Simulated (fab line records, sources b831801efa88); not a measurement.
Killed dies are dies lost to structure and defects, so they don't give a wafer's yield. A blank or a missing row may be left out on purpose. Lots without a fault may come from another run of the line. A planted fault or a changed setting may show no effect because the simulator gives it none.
Problem report in the 8D (eight disciplines) form, filled by code | flow sky130 | the parts of the form that need people (team, actions taken, sign-off) are left out

1. THE PROBLEM
killed_at_front_end at SKY_PAD_OPEN_PROBE_99 reads a mean of 53 on 6 wafers of 2 lots; wafers without a fault read 15 with a standard deviation of 4.1. That is +9.3 standard deviations from the usual mean.
First seen on wafer L344.3, day 49 09:20, on prober-01. The record holds 6 wafers of 2 lots with a number at this step. Rule for "out", or "out of limits": more than 4 standard deviations from the usual mean. The other wafers with a number count as sound.

2. WHAT IT IS AND WHAT IT IS NOT
question                    | is                     | is not
which readings at this step | killed_at_front_end    | killed_at_M0_to_M3, killed_at_M4_up, killed_at_other
which lots                  | L344, L348             | -
which wafers of those lots  | all that have a number | -
read on which tools         | prober-01              | -
when                        | from day 49 09:20      | up to then (0 sound wafers)

3. SUSPECTS, AND WHAT RULES EACH OUT
Counting: a tool at a process step up to the reading stays a suspect if it ran every lot that is out and no sound lot after the first of them.
- wet_bench-01 at SKY_LDD_LDN_CLEAN_14 (cleans in SC1/SC2, time 150 s): kept. It ran every lot that is out, first L344 (day 28 04:39), and no sound lot after that.
- prober-01 at SKY_PAD_OPEN_PROBE_99: kept. It ran every lot that is out, first L344 (day 49 09:20), and no sound lot after that. Its own readings are out on those wafers: killed_at_front_end.
Left after counting: wet_bench-01 at SKY_LDD_LDN_CLEAN_14, prober-01 at SKY_PAD_OPEN_PROBE_99.

4. THE CAUSE (what the simulator had put in)
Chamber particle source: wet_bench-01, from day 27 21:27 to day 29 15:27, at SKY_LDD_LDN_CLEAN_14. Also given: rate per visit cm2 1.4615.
Counting left 2 suspects, and this tool is among them.

5. THE CHAIN OF EFFECTS, in route order
Each row: a reading whose mean over the struck wafers that have a number lies more than 3 standard deviations from the usual. Only readings for which the record gives a usual standard deviation are gone through. hours: the time from each lot's start at the first step in this table that gives one to its start at this step, as a median over the lots. sigmas: the change in usual standard deviations.
hours | step                  | reading             | usual | on struck wafers | change | sigmas
0     | SKY_PAD_OPEN_PROBE_99 | killed_at_front_end | 15    | 53               | +38    | +9.3
0     | SKY_PAD_OPEN_PROBE_99 | killed_dies         | 85    | 119              | +34    | +3.9
The process steps in it:
- SKY_PAD_OPEN_PROBE_99

6. WHAT WOULD HAVE CAUGHT IT SOONER
In this record the first reading out of limits was taken at day 49 09:20, 516 hours after the fault began at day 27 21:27.
All the lots that are out (2) had begun SKY_LDD_LDN_CLEAN_14 on wet_bench-01 by day 49 09:20. A hold on the tool at that time would have spared none of them.
